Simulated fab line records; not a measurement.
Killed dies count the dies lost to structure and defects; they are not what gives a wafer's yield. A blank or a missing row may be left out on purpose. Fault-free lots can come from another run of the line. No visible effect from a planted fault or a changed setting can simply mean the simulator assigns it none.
One fault seen from 2 desks    flow gf180mcu    numbers are kept per desk, each desk with only its own; the story behind them comes last

== METROLOGY DESK ==
What the gauges read, lot by lot, whatever tool the lot ran on: means of the sampled wafers that have a number. Any lot whose mean is over 4 standard deviations away from the usual mean is out of limits and marked OUT; that distance is given in the brackets.
Columns: A = cdNm at GF_HV_LDD_CD_MEAS_07, usual 400.6 nm; B = CONTACT_CVD_02_THK at GF_CONTACT_THK_MEAS_03, usual 859 nm
lot   first seen here  A      B
L147  day 10 09:10     401.4  864
L148  day 10 21:42     397.8  862
L149  day 11 12:08     404.8  865
L150  day 11 18:06     402.5  850
L151  day 12 06:31     401.2  847
L152  day 12 13:23     404.5  862
L154  day 12 22:07     399.6  863
L156  day 13 07:32     400.9  868
L155  day 13 09:47     398.5  857
L159  day 14 05:18     395.4  861
L163  day 15 10:10     397.4  845
L164  day 16 00:52     400.6  858
L169  day 17 09:08     402.0  860
Result from this desk: across the 13 lots, nothing is out of limits.

== AT THE TOOL OWNER'S DESK: lithoTrack-04 ==
The tool's own readings at GF_DUAL_GATE_COAT_06 (resist thk 1000 nm): means of the sampled wafers that have a number, for each lot that ran on this tool. Any lot whose mean is over 4 standard deviations away from the usual mean is out of limits and marked OUT; that distance is given in the brackets.
Columns: A = exhaustPa at GF_DUAL_GATE_COAT_06, usual 45.1 Pa; B = spinSpeedRpm at GF_DUAL_GATE_COAT_06, usual 2999.7 rpm
lot   first seen here  A     B
L147  day 8 08:02      44.4  2999.8
L156  day 11 00:56     44.2  3000.4
L163  day 13 01:26     45.3  3000.3
L164  day 13 10:45     44.4  2882.1 (-65) OUT
L169  day 14 16:47     45.3  2882.1 (-65) OUT
This desk's verdict: out of limits on L164, L169, starting with L164 at day 13 10:45 (spinSpeedRpm at GF_DUAL_GATE_COAT_06). In limits: L147, L156, L163.

== PUT TOGETHER ==
At day 13 10:45, on L164, L169, the tool owner's desk was in a position to raise an alarm.
Nothing out of limits was seen by the metrology desk.
The metrology desk has L164, L169 on record, within its limits.
All the named lots went through GF_DUAL_GATE_COAT_06 on lithoTrack-04.

== WHAT HAD BEEN PUT IN BY THE SIMULATOR ==
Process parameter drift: lithoTrack-04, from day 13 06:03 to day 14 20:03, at GF_DUAL_GATE_COAT_06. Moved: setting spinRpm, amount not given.
Shown lots that were struck: L164, L169.
Delay in hours, fault start to first out-of-limits reading, by desk: the tool owner's desk at 5.
